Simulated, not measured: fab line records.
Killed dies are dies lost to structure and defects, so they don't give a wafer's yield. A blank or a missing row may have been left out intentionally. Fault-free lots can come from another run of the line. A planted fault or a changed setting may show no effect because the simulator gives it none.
fab line records	flow sky130
record: lots: 12	wafers: 36	last_day: 50
route steps=708 shown LDD_N@254 LDD_HVP@287 SPACER@306 SD_P@328 PAD_OPEN@708
lots with no fault: from the same line, run without faults
start_h: hours from the record's first day to the start of the lot's first wafer shown	wait_h: hours from the lot's prior step to this one	" unchanged from the row above	L1.1+2: a row that stands for several wafers	- either no value or no given start	* or withheld: withheld	< > ~ a bound
route shown NAME@n: names a module that has steps shown in the file, with the first one's number in the route	usual: mean and standard deviation over wafers with no fault	same: alike in all rows	chamber/n: place in a boat	sites: readings site by site	_std_site: standard deviation across them	_edge_site: mean of outer sites minus mean of inner sites	radius_mm: how far each site lies from the wafer's centre	mask NAME#n: copy n	behind: tool/chamber where the wafer was last shaped	hold: why the lot was held/for how many hours/how that ended	device: the n, p or np transistor that did not switch	end of line: tests of these same wafers at the route's end	a step with no rows: only its recipe	killed: dies lost to structure and defects at the first sort, not the wafer's yield	map: the dies of a wafer, with x for killed, . for not killed, _ for no die there
set.NAME: the run value of the setting; set.NAME@STEP: its run value at that earlier step	model.NAME: the simulator's own value behind a step, which no gauge read
route steps across a sampled set of lots; one table per step, one row per wafer
services: a tool's chamber out of use, with start hour (start_h, from the record's first day; less than 0 if before it), hours out, and reason
== steps ==
step: SKY_LDD_N_TW_MEAS_17
usual: LDD_N_TW: 2583/28
lot.wafer	tool	chamber	start_h	wait_h	LDD_N_TW
L995.3	film_metro-01	-	404.99	0.1	2604
L995.4	"	-	"	"	2586
L995.5	"	-	"	"	2596
L998.1	film_metro-01	-	439.92	0.1	2599
L998.3	"	-	"	"	2590
L998.5	"	-	"	"	2595
L999.1	film_metro-03	-	455.59	0.1	2604
L999.5	"	-	"	"	2581
L999.6	"	-	"	"	2607
L103.1	film_metro-02	-	490.84	0.1	2556
L103.2	"	-	"	"	2561
L103.3	"	-	"	"	2558
L105.2	film_metro-03	-	502.75	0.1	2611
L105.4	"	-	"	"	2622
L105.5	"	-	"	"	2609
L107.3	film_metro-03	-	517.29	0.1	2602
L107.4	"	-	"	"	2603
L107.6	"	-	"	"	2587
L109.1	film_metro-03	-	535.99	0.1	2601
L109.2	"	-	"	"	2627
L109.3	"	-	"	"	2592
L112.2	film_metro-01	-	559.20	0.1	2578
L112.3	"	-	"	"	2575
L112.5	"	-	"	"	2573
L113.1	film_metro-03	-	564.09	0.1	2592
L113.5	"	-	"	"	2593
L113.6	"	-	"	"	2597
L114.1	film_metro-01	-	569.89	0.1	2567
L114.4	"	-	"	"	2565
L114.5	"	-	"	"	2565
L115.2	film_metro-02	-	585.13	0.1	2541
L115.4	"	-	"	"	2535
L115.5	"	-	"	"	2534
L117.3	film_metro-02	-	599.29	0.1	2534
L117.4	"	-	"	"	2553
L117.6	"	-	"	"	2535
step: SKY_LDD_HVP_STRIP_09
recipe: chemistry: O2/N2	power_w: 1400	pressure_mtorr: 1500	platen_temp_c: withheld	o2_flow_sccm: 3000	n2_flow_sccm: 300	overash_fraction: 0.5
usual: drypump_motor_current_A: 5.6/0.4	oes_product_au: 0.408/0.0047	strip_time_to_endpoint_s: 4.136/0.013
lot.wafer	tool	chamber	start_h	wait_h	drypump_motor_current_A	oes_product_au	rf_hours_counter_h	strip_time_to_endpoint_s
L995.3	plasma_asher-01	1	496.61	0.1	5.2	0.406	-	4.133
L995.4	"	0	"	"	5.5	0.410	-	4.148
L995.5	"	0	"	"	5.5	0.407	-	4.125
L998.1	plasma_asher-02	0	533.13	0.1	6.0	0.403	76	4.141
L998.3	"	0	"	"	6.0	0.405	-	4.133
L998.5	"	0	"	"	6.0	0.407	-	4.142
L999.1	plasma_asher-02	0	547.02	0.1	6.0	0.414	78	4.110
L999.5	"	1	"	"	6.1	0.410	-	4.124
L999.6	"	0	"	"	6.0	0.406	-	4.114
L103.1	plasma_asher-01	0	581.59	0.1	5.5	0.417	41	4.134
L103.2	"	1	"	"	5.2	0.402	41	4.144
L103.3	"	1	"	"	5.2	0.403	-	4.159
L105.2	plasma_asher-02	0	593.73	0.1	6.0	0.412	82	4.145
L105.4	"	0	"	"	6.0	0.405	-	4.125
L105.5	"	1	"	"	6.2	0.407	-	4.135
L107.3	plasma_asher-01	1	607.82	0.1	5.2	0.411	-	4.138
L107.4	"	0	"	"	5.5	0.405	-	4.159
L107.6	"	0	"	"	5.5	0.410	-	4.152
L109.1	plasma_asher-01	1	626.64	0.1	5.2	0.394	45	4.129
L109.2	"	0	"	"	5.5	0.408	45	4.125
L109.3	"	0	"	"	5.5	0.409	-	4.128
L112.2	plasma_asher-03	1	645.94	0.1	5.5	0.417	96	4.135
L112.3	"	1	"	"	5.5	0.405	-	4.123
L112.5	"	0	"	"	4.8	0.400	-	4.153
L113.1	plasma_asher-01	1	648.98	0.1	5.2	0.409	48	4.155
L113.5	"	1	"	"	5.2	0.408	-	4.153
L113.6	"	0	"	"	5.5	0.408	-	4.137
L114.1	plasma_asher-01	1	654.97	0.1	5.2	0.409	48	4.166
L114.4	"	1	"	"	5.2	0.415	-	4.123
L114.5	"	1	"	"	5.2	0.408	-	4.130
L115.2	plasma_asher-02	0	671.28	0.1	6.0	0.398	89	4.110
L115.4	"	1	"	"	6.1	0.414	-	4.122
L115.5	"	0	"	"	6.0	0.411	-	4.122
L117.3	plasma_asher-02	0	685.38	0.1	6.0	0.414	-	4.128
L117.4	"	1	"	"	6.1	0.403	-	4.138
L117.6	"	1	"	"	6.1	0.409	-	4.132
step: SKY_SPACER_ETCHBACK_02
recipe: chemistry: CH3F/O2	target: Si3N4	stop_on: SiO2	source_w: 400	bias_w: 80	pressure_mtorr: 25	ch3f_flow_sccm: 40	O2_flow_sccm: 30	time_s: 46.7	target_depth_a: 450
usual: O2_flow_sccm: 30.01/0.088	bias_w: 80.02/0.26	drypump_motor_current_A: 6.0/0.43	oes_product_au: 0.856/0.0053	rf_fwd_power_W: 396.0/1.5	throttle_valve_pct: 10.563/0.0083
lot.wafer	tool	chamber	start_h	wait_h	O2_flow_sccm	bias_w	drypump_motor_current_A	oes_product_au	rf_fwd_power_W	rf_hours_counter_h	throttle_valve_pct
L995.3	rie_diel-04	3	529.60	0.0	30.11	80.11	5.7	0.852	397.5	8	10.568
L995.4	"	2	"	"	29.92	80.11	5.8	0.852	395.1	8	10.568
L995.5	"	0	"	"	30.03	80.11	6.0	0.854	397.5	-	10.569
L998.1	rie_diel-04	1	566.05	0.1	29.98	80.23	6.2	0.857	394.9	4	10.565
L998.3	"	3	"	"	29.99	79.67	5.7	0.855	395.4	9	10.548
L998.5	"	1	"	"	29.97	80.13	6.2	0.848	394.8	-	10.559
L999.1	rie_diel-03	2	581.41	0.1	30.15	79.70	5.8	0.861	395.7	0	10.558
L999.5	"	2	"	"	30.09	80.13	5.8	0.852	395.9	-	10.557
L999.6	"	0	"	"	29.96	80.67	6.5	0.864	396.6	-	10.566
L103.1	rie_diel-02	2	613.17	0.1	30.03	80.34	5.7	0.864	396.4	3	10.554
L103.2	"	3	"	"	29.96	79.91	5.1	0.861	398.0	8	10.559
L103.3	"	0	"	"	29.99	80.31	6.5	0.865	396.4	15	10.563
L105.2	rie_diel-02	1	625.91	0.0	29.95	80.40	5.4	0.850	397.8	59	10.556
L105.4	"	2	"	"	29.93	80.28	5.7	0.847	397.5	3	10.571
L105.5	"	2	"	"	29.99	80.25	5.7	0.858	396.9	-	10.549
L107.3	rie_diel-04	2	645.51	0.0	-	-	-	-	-	-	-
L107.4	"	1	"	"	-	-	-	-	-	-	-
L107.6	"	0	"	"	-	-	-	-	-	-	-
L109.1	rie_diel-03	2	657.04	0.1	-	-	-	-	-	-	-
L109.2	"	0	"	"	-	-	-	-	-	-	-
L109.3	"	3	"	"	-	-	-	-	-	-	-
L112.2	rie_diel-04	1	676.35	0.0	29.87	80.09	6.2	0.857	395.3	8	10.552
L112.3	"	2	"	"	29.99	79.75	5.8	0.847	396.7	12	10.569
L112.5	"	0	"	"	30.05	79.95	6.0	0.858	394.5	-	10.565
L113.1	rie_diel-03	2	681.01	0.1	30.05	79.85	5.8	0.865	395.1	2	10.573
L113.5	"	2	"	"	30.02	79.84	5.8	0.860	396.6	-	10.563
L113.6	"	3	"	"	29.95	79.72	5.9	0.859	396.5	-	10.557
L114.1	rie_diel-04	0	685.80	0.1	30.06	79.93	6.0	0.852	395.9	12	10.563
L114.4	"	3	"	"	29.92	79.67	5.7	0.851	396.9	11	10.548
L114.5	"	0	"	"	30.09	80.02	6.0	0.854	398.2	-	10.551
L115.2	rie_diel-03	2	701.25	0.0	30.12	79.91	5.8	0.867	395.4	2	10.579
L115.4	"	3	"	"	30.14	79.83	5.9	0.860	394.9	2	10.558
L115.5	"	0	"	"	29.96	79.81	6.6	0.864	396.8	-	10.558
L117.3	rie_diel-02	0	715.48	0.0	29.86	79.97	6.5	0.853	397.9	18	10.563
L117.4	"	3	"	"	30.03	79.75	5.0	0.861	395.2	11	10.571
L117.6	"	0	"	"	29.78	79.96	6.5	0.850	396.4	-	10.570
step: SKY_SD_P_OVL_MEAS_08
usual: SD_P_OVL: -0.1/1.4
lot.wafer	tool	chamber	start_h	wait_h	SD_P_OVL[nm]
L995.3	overlay-02	-	590.72	0.1	2.6
L995.4	"	-	"	"	-0.3
L995.5	"	-	"	"	2.5
L998.1	overlay-02	-	625.66	0.1	1.3
L998.3	"	-	"	"	2.2
L998.5	"	-	"	"	1.6
L999.1	overlay-02	-	640.41	0.1	2.0
L999.5	"	-	"	"	1.3
L999.6	"	-	"	"	0.0
L103.1	overlay-02	-	670.86	0.1	1.0
L103.2	"	-	"	"	0.9
L103.3	"	-	"	"	1.0
L105.2	overlay-01	-	681.51	0.1	-3.7
L105.4	"	-	"	"	-2.6
L105.5	"	-	"	"	-2.9
L112.2	overlay-02	-	731.91	0.1	0.7
L112.3	"	-	"	"	-1.6
L112.5	"	-	"	"	1.3
L113.1	overlay-01	-	736.81	0.1	-1.2
L113.5	"	-	"	"	0.5
L113.6	"	-	"	"	-0.8
L114.1	overlay-01	-	741.07	0.1	-1.8
L114.4	"	-	"	"	-0.9
L114.5	"	-	"	"	-1.9
L115.2	overlay-02	-	756.56	0.1	0.4
L115.4	"	-	"	"	1.4
L115.5	"	-	"	"	1.3
L117.3	overlay-01	-	770.47	0.1	0.7
L117.4	"	-	"	"	-0.9
L117.6	"	-	"	"	0.1
step: SKY_PAD_OPEN_PROBE_99
usual: killed_at_M0_to_M3: 44/7.5	killed_at_M4_up: 3.3/1.8	killed_at_contacts: 25/5.9	killed_at_front_end: 16/4.7	killed_at_other: 0.3/0.52	killed_dies: 89/9.9	killed_on_rim: 18/3.9	killed_open: 49/7.8	killed_short: 40/5.8
same: gross_dies: 492	killed_at_back_side: 0
lot.wafer	tool	chamber	start_h	wait_h	hold	killed_at_M0_to_M3	killed_at_M4_up	killed_at_contacts	killed_at_front_end	killed_at_other	killed_dies	killed_on_rim	killed_open	killed_short
L995.3	prober-01	-	1077.26	0.2	-	39	3	21	16	0	79	12	44	35
L995.4	prober-01	-	1077.31	0.2	-	44	1	20	17	1	83	19	50	31
L995.5	prober-01	-	1077.36	0.2	-	40	2	28	12	0	82	15	45	37
L998.1	prober-02	-	1100.01	0.1	-	45	3	26	15	0	89	19	54	35
L998.3	prober-02	-	1100.11	0.2	-	45	2	30	10	0	87	14	51	35
L998.5	prober-02	-	1100.21	0.2	-	35	1	26	16	1	79	17	38	41
L999.1	prober-01	-	1112.92	0.1	-	42	4	25	24	0	95	17	61	34
L999.5	prober-01	-	1113.12	0.2	-	42	1	26	18	0	87	17	46	40
L999.6	prober-01	-	1113.17	0.2	-	52	1	26	16	0	95	19	50	43
L103.1	prober-01	-	1133.08	0.1	-	53	1	21	23	0	98	16	55	43
L103.2	prober-01	-	1133.13	0.1	-	37	4	19	20	1	81	15	42	39
L103.3	prober-01	-	1133.18	0.2	-	34	4	21	16	0	75	20	49	26
L105.2	prober-02	-	1141.86	0.1	-	41	3	37	12	0	93	19	54	39
L105.4	prober-02	-	1141.96	0.2	-	49	1	22	14	0	86	16	44	42
L105.5	prober-02	-	1142.01	0.2	-	44	2	36	17	0	99	20	59	40
L107.3	prober-01	-	1157.48	0.2	await_dispo/2.3h/scrap	36	0	34	422	0	492	96	43	35
L107.4	prober-01	-	1157.53	0.2	await_dispo/2.3h/scrap	51	2	26	413	0	492	96	49	42
L107.6	prober-01	-	1157.63	0.2	await_dispo/2.3h/scrap	34	0	23	435	0	492	96	44	26
L109.1	prober-01	-	1162.79	0.1	await_dispo/4.8h/scrap	47	4	23	418	0	492	96	37	50
L109.2	prober-01	-	1162.84	0.1	await_dispo/4.8h/scrap	43	1	26	421	1	492	96	62	44
L109.3	prober-01	-	1162.89	0.2	await_dispo/4.8h/scrap	55	5	21	411	0	492	96	55	42
L112.2	prober-02	-	1174.26	0.1	-	40	3	29	22	0	94	19	52	42
L112.3	prober-02	-	1174.31	0.2	-	38	2	24	25	0	89	17	52	37
L112.5	prober-02	-	1174.41	0.2	-	31	7	28	15	1	82	20	46	36
L113.1	prober-01	-	1176.64	0.1	-	50	4	18	14	0	86	17	51	35
L113.5	prober-01	-	1176.84	0.2	-	36	8	18	14	0	76	12	38	38
L113.6	prober-01	-	1176.89	0.2	-	49	2	17	8	0	76	23	47	29
L114.1	prober-02	-	1181.44	0.1	-	46	3	18	19	0	86	15	47	39
L114.4	prober-02	-	1181.59	0.2	-	49	4	19	21	0	93	16	49	44
L114.5	prober-02	-	1181.64	0.2	-	50	6	40	10	0	106	31	64	42
L115.2	prober-01	-	1188.55	0.1	-	51	0	23	5	1	80	16	41	38
L115.4	prober-01	-	1188.65	0.2	-	37	4	36	14	1	92	23	54	36
L115.5	prober-01	-	1188.70	0.2	-	41	4	26	18	0	89	16	55	34
L117.3	prober-01	-	1197.74	0.2	-	47	1	27	18	0	93	20	49	44
L117.4	prober-01	-	1197.79	0.2	-	43	3	12	9	0	67	15	39	28
L117.6	prober-01	-	1197.89	0.2	-	51	3	25	14	0	93	22	52	41
killed by level:class
L995.3 VIA1:geometric_particle:open=10 VIA3:geometric_particle:open=9 CONTACT:geometric_particle:open=7 VIA2:geometric_particle:open=7 FIELD_ISO:geometric_particle:short=5 LI_CONTACT:geometric_particle:short=5 METAL1:geometric_particle:short=4 LI_CONTACT:geometric_particle:open=3
L995.4 CONTACT:geometric_particle:open=11 VIA1:geometric_particle:open=9 VIA2:geometric_particle:short=6 VIA2:geometric_particle:open=6 VIA3:geometric_particle:open=5 FIELD_ISO:geometric_particle:short=4 FIELD_ISO:geometric_particle:open=4 POLY_GATE:geometric_particle:open=4
L995.5 CONTACT:geometric_particle:open=9 VIA1:geometric_particle:open=9 VIA2:geometric_particle:open=8 CONTACT:geometric_particle:short=7 VIA1:geometric_particle:short=6 VIA3:geometric_particle:open=5 LI_CONTACT:geometric_particle:open=4 FIELD_ISO:geometric_particle:open=3
L998.1 CONTACT:geometric_particle:open=13 VIA1:geometric_particle:open=12 FIELD_ISO:geometric_particle:open=7 VIA2:geometric_particle:open=7 VIA3:geometric_particle:open=7 FIELD_ISO:geometric_particle:short=5 METAL2:geometric_particle:short=5 LI_CONTACT:geometric_particle:open=4
L998.3 VIA1:geometric_particle:open=17 LI_CONTACT:geometric_particle:open=12 CONTACT:geometric_particle:open=9 METAL2:geometric_particle:short=7 CONTACT:geometric_particle:short=6 VIA2:geometric_particle:open=5 FIELD_ISO:geometric_particle:short=4 METAL3:geometric_particle:short=4
L998.5 FIELD_ISO:geometric_particle:short=8 CONTACT:geometric_particle:open=8 VIA1:geometric_particle:open=6 LI_CONTACT:geometric_particle:short=6 VIA3:geometric_particle:open=5 VIA2:geometric_particle:open=5 LI_CONTACT:geometric_particle:open=4 VIA2:geometric_particle:short=4
L999.1 VIA1:geometric_particle:open=15 FIELD_ISO:geometric_particle:open=11 LI_CONTACT:geometric_particle:open=9 VIA2:geometric_particle:open=9 LI_CONTACT:geometric_particle:short=5 VIA1:geometric_particle:short=5 POLY_GATE:geometric_particle:short=4 CONTACT:geometric_particle:short=4
L999.5 CONTACT:geometric_particle:open=8 LI_CONTACT:geometric_particle:open=7 POLY_GATE:geometric_particle:short=6 METAL2:geometric_particle:short=6 VIA1:geometric_particle:open=6 VIA2:geometric_particle:open=6 FIELD_ISO:geometric_particle:open=5 VIA1:geometric_particle:short=5
L999.6 VIA2:geometric_particle:open=9 METAL2:geometric_particle:short=8 LOCAL_INTERCONNECT:geometric_particle:short=7 CONTACT:geometric_particle:open=7 VIA1:geometric_particle:open=7 VIA2:geometric_particle:short=7 VIA3:geometric_particle:open=7 FIELD_ISO:geometric_particle:open=6
L103.1 VIA1:geometric_particle:open=17 FIELD_ISO:geometric_particle:short=9 VIA2:geometric_particle:open=8 CONTACT:geometric_particle:open=7 VIA1:geometric_particle:short=7 POLY_GATE:geometric_particle:open=6 LOCAL_INTERCONNECT:geometric_particle:short=6 VIA3:geometric_particle:open=5
L103.2 LI_CONTACT:geometric_particle:open=6 CONTACT:geometric_particle:open=6 METAL1:geometric_particle:short=6 VIA1:geometric_particle:open=6 VIA3:geometric_particle:open=6 FIELD_ISO:geometric_particle:short=5 POLY_GATE:geometric_particle:short=5 VIA2:geometric_particle:short=5
L103.3 VIA1:geometric_particle:open=9 CONTACT:geometric_particle:open=8 FIELD_ISO:geometric_particle:open=7 VIA1:geometric_particle:short=7 LI_CONTACT:geometric_particle:open=6 VIA2:geometric_particle:open=5 METAL1:geometric_particle:short=4 METAL4:geometric_particle:short=3
L105.2 CONTACT:geometric_particle:open=12 LI_CONTACT:geometric_particle:open=11 CONTACT:geometric_particle:short=9 VIA1:geometric_particle:open=9 VIA3:geometric_particle:open=7 POLY_GATE:geometric_particle:open=6 LOCAL_INTERCONNECT:geometric_particle:short=4 VIA2:geometric_particle:open=4
L105.4 VIA1:geometric_particle:open=13 CONTACT:geometric_particle:open=8 LI_CONTACT:geometric_particle:open=7 VIA1:geometric_particle:short=7 METAL2:geometric_particle:short=6 VIA3:geometric_particle:open=5 POLY_GATE:geometric_particle:short=4 VIA3:geometric_particle:short=4
L105.5 CONTACT:geometric_particle:open=13 VIA1:geometric_particle:open=13 LI_CONTACT:geometric_particle:open=7 LOCAL_INTERCONNECT:geometric_particle:short=7 VIA3:geometric_particle:open=7 POLY_GATE:geometric_particle:short=5 LI_CONTACT:geometric_particle:short=5 FIELD_ISO:geometric_particle:open=4
L107.3 SPACER:area_etchback=414 CONTACT:geometric_particle:open=15 VIA1:geometric_particle:open=11 LI_CONTACT:geometric_particle:open=5 CONTACT:geometric_particle:short=5 METAL3:geometric_particle:short=5 LOCAL_INTERCONNECT:geometric_particle:short=4 METAL1:geometric_particle:short=4
L107.4 SPACER:area_etchback=401 VIA1:geometric_particle:open=10 LI_CONTACT:geometric_particle:open=9 VIA3:geometric_particle:open=7 CONTACT:geometric_particle:open=6 VIA2:geometric_particle:open=6 VIA3:geometric_particle:short=6 LOCAL_INTERCONNECT:geometric_particle:short=5
L107.6 SPACER:area_etchback=421 VIA1:geometric_particle:open=9 CONTACT:geometric_particle:open=8 METAL2:geometric_particle:short=7 LI_CONTACT:geometric_particle:open=5 VIA3:geometric_particle:open=5 POLY_GATE:geometric_particle:open=4 VIA2:geometric_particle:open=4
L109.1 SPACER:area_etchback=405 VIA1:geometric_particle:open=9 METAL2:geometric_particle:short=9 CONTACT:geometric_particle:open=8 VIA1:geometric_particle:short=8 VIA2:geometric_particle:short=6 LI_CONTACT:geometric_particle:open=5 LOCAL_INTERCONNECT:geometric_particle:short=5
L109.2 SPACER:area_etchback=386 CONTACT:geometric_particle:open=12 VIA1:geometric_particle:open=9 FIELD_ISO:geometric_particle:open=8 POLY_GATE:geometric_particle:open=8 POLY_GATE:geometric_particle:short=7 LI_CONTACT:geometric_particle:open=6 VIA2:geometric_particle:open=6
L109.3 SPACER:area_etchback=395 VIA1:geometric_particle:open=15 VIA1:geometric_particle:short=9 POLY_GATE:geometric_particle:open=7 LI_CONTACT:geometric_particle:open=7 CONTACT:geometric_particle:open=7 METAL2:geometric_particle:short=7 VIA2:geometric_particle:short=6
L112.2 CONTACT:geometric_particle:open=13 FIELD_ISO:geometric_particle:open=7 LI_CONTACT:geometric_particle:open=7 METAL1:geometric_particle:short=7 VIA1:geometric_particle:open=7 METAL2:geometric_particle:short=6 FIELD_ISO:geometric_particle:short=5 VIA3:geometric_particle:open=5
L112.3 CONTACT:geometric_particle:open=9 VIA1:geometric_particle:open=8 FIELD_ISO:geometric_particle:open=7 LI_CONTACT:geometric_particle:open=7 METAL1:geometric_particle:short=7 VIA3:geometric_particle:open=6 FIELD_ISO:geometric_particle:short=5 POLY_GATE:geometric_particle:short=5
L112.5 CONTACT:geometric_particle:open=15 VIA1:geometric_particle:open=8 VIA3:geometric_particle:open=7 FIELD_ISO:geometric_particle:open=5 LOCAL_INTERCONNECT:geometric_particle:short=5 CONTACT:geometric_particle:short=5 POLY_GATE:geometric_particle:short=4 METAL2:geometric_particle:short=4
L113.1 VIA1:geometric_particle:open=17 VIA2:geometric_particle:open=9 CONTACT:geometric_particle:open=6 METAL2:geometric_particle:short=5 LI_CONTACT:geometric_particle:short=4 VIA1:geometric_particle:short=4 POLY_GATE:geometric_particle:open=3 LI_CONTACT:geometric_particle:open=3
L113.5 LI_CONTACT:geometric_particle:open=7 METAL1:geometric_particle:short=7 VIA2:geometric_particle:open=7 METAL4:geometric_particle:short=7 POLY_GATE:geometric_particle:short=6 VIA3:geometric_particle:open=6 POLY_GATE:geometric_particle:open=4 LOCAL_INTERCONNECT:geometric_particle:short=4
L113.6 VIA1:geometric_particle:open=12 VIA2:geometric_particle:open=10 LI_CONTACT:geometric_particle:open=7 VIA3:geometric_particle:open=6 VIA1:geometric_particle:short=5 METAL2:geometric_particle:short=5 POLY_GATE:geometric_particle:open=4 CONTACT:geometric_particle:open=4
L114.1 VIA1:geometric_particle:open=13 METAL2:geometric_particle:short=11 FIELD_ISO:geometric_particle:open=8 CONTACT:geometric_particle:open=6 CONTACT:geometric_particle:short=4 VIA2:geometric_particle:open=4 FIELD_ISO:geometric_particle:short=3 VIA3:geometric_particle:open=3
L114.4 VIA1:geometric_particle:open=13 VIA1:geometric_particle:short=8 CONTACT:geometric_particle:open=7 METAL1:geometric_particle:short=7 VIA2:geometric_particle:open=7 FIELD_ISO:geometric_particle:short=5 FIELD_ISO:geometric_particle:open=5 SPACER:geometric_particle:short=5
L114.5 VIA1:geometric_particle:open=18 LI_CONTACT:geometric_particle:open=12 LOCAL_INTERCONNECT:geometric_particle:short=11 CONTACT:geometric_particle:open=10 VIA2:geometric_particle:open=6 METAL1:geometric_particle:short=5 VIA3:geometric_particle:open=4 VIA2:geometric_particle:short=4
L115.2 CONTACT:geometric_particle:open=13 VIA1:geometric_particle:open=11 VIA3:geometric_particle:open=7 VIA2:geometric_particle:short=7 METAL2:geometric_particle:short=5 VIA2:geometric_particle:open=5 VIA3:geometric_particle:short=5 CONTACT:geometric_particle:short=4
L115.4 CONTACT:geometric_particle:open=16 LI_CONTACT:geometric_particle:open=9 VIA3:geometric_particle:open=7 VIA2:geometric_particle:open=6 VIA1:geometric_particle:short=6 LOCAL_INTERCONNECT:geometric_particle:short=5 LI_CONTACT:geometric_particle:short=5 FIELD_ISO:geometric_particle:open=4
L115.5 VIA1:geometric_particle:open=10 LI_CONTACT:geometric_particle:open=9 CONTACT:geometric_particle:open=9 VIA2:geometric_particle:open=6 VIA1:geometric_particle:short=6 VIA3:geometric_particle:open=6 FIELD_ISO:geometric_particle:open=4 CONTACT:geometric_particle:short=4
L117.3 VIA1:geometric_particle:open=14 FIELD_ISO:geometric_particle:short=7 LI_CONTACT:geometric_particle:open=7 METAL1:geometric_particle:short=6 CONTACT:geometric_particle:short=6 CONTACT:geometric_particle:open=6 LOCAL_INTERCONNECT:geometric_particle:short=5 VIA1:geometric_particle:short=5
L117.4 VIA1:geometric_particle:open=10 CONTACT:geometric_particle:open=8 VIA2:geometric_particle:open=7 METAL3:geometric_particle:short=5 VIA1:geometric_particle:short=5 METAL2:geometric_particle:short=5 METAL1:geometric_particle:short=4 VIA3:geometric_particle:open=4
L117.6 VIA2:geometric_particle:open=14 CONTACT:geometric_particle:open=10 VIA3:geometric_particle:open=7 VIA1:geometric_particle:open=6 CONTACT:geometric_particle:short=6 METAL1:geometric_particle:short=5 METAL3:geometric_particle:short=5 FIELD_ISO:geometric_particle:short=4
== services ==
tool	chamber	start_h	hours	kind
rie_diel-04	-	474.97	14.6	pm
rie_diel-04	-	494.48	0.1	repair
rie_diel-02	3	507.28	12.7	repair
rie_diel-03	0	509.90	7.0	repair
rie_diel-04	0	533.87	5.8	repair
plasma_asher-01	-	535.73	6.1	repair
rie_diel-04	3	537.28	18.8	repair
rie_diel-02	1	544.40	7.7	repair
rie_diel-03	1	553.91	13.4	repair
rie_diel-02	3	555.16	17.2	repair
plasma_asher-01	-	559.72	3.9	repair
rie_diel-02	-	559.94	4.3	pm
plasma_asher-02	-	582.04	4.4	repair
rie_diel-03	1	590.22	7.8	repair
rie_diel-04	-	596.56	2.8	pm
rie_diel-04	3	612.09	41.9	repair
rie_diel-03	0	613.05	1.8	repair
rie_diel-03	3	613.89	10.2	repair
rie_diel-04	0	616.73	3.7	repair
rie_diel-03	1	619.83	28.2	repair
rie_diel-04	-	664.50	2.4	repair
plasma_asher-02	-	680.40	2.8	pm
rie_diel-03	2	690.21	6.0	repair
rie_diel-03	2	711.56	4.1	repair
== key ==
first_sign: step: SKY_SPACER_ETCHBACK_02	reading: tool_record	direction: missing
effect: step: SKY_PAD_OPEN_PROBE_99	reading: killed_at_front_end	direction: up	sigmas: 86	usual: 16	struck: 420
more_kills_born_at: SKY_SPACER_ETCHBACK_02@rie_diel-04: 1236	SKY_SPACER_ETCHBACK_02@rie_diel-03: 1184
met_at SKY_SPACER_ETCHBACK_02
struck_lots L107,L109
later_rows_left_out L107.3,L107.4,L107.6,L109.1,L109.2,L109.3
tester_left_out L107,L109
not_acting_at SKY_LDD_N_TW_MEAS_17,SKY_LDD_HVP_STRIP_09,SKY_SD_P_OVL_MEAS_08
onset_between 581.41 645.51
fault: kind: skipped_step_whole	tool: rie_diel-03,rie_diel-04	chamber: -	onset_h: 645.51	steps: SKY_SPACER_ETCHBACK_02	scope: struck_lots_only
tester_left_out: of these lots the tester's yield and bins aren't shown, on N5 and GAA mostly nor the transistor test; their killed dies are dies lost to structure and defects alone, not to doping, threshold or leakage, so they don't give the yield
later_rows_left_out: the simulator's readings of these wafers behind a module that went badly wrong aren't trusted and aren't shown, but for the sort
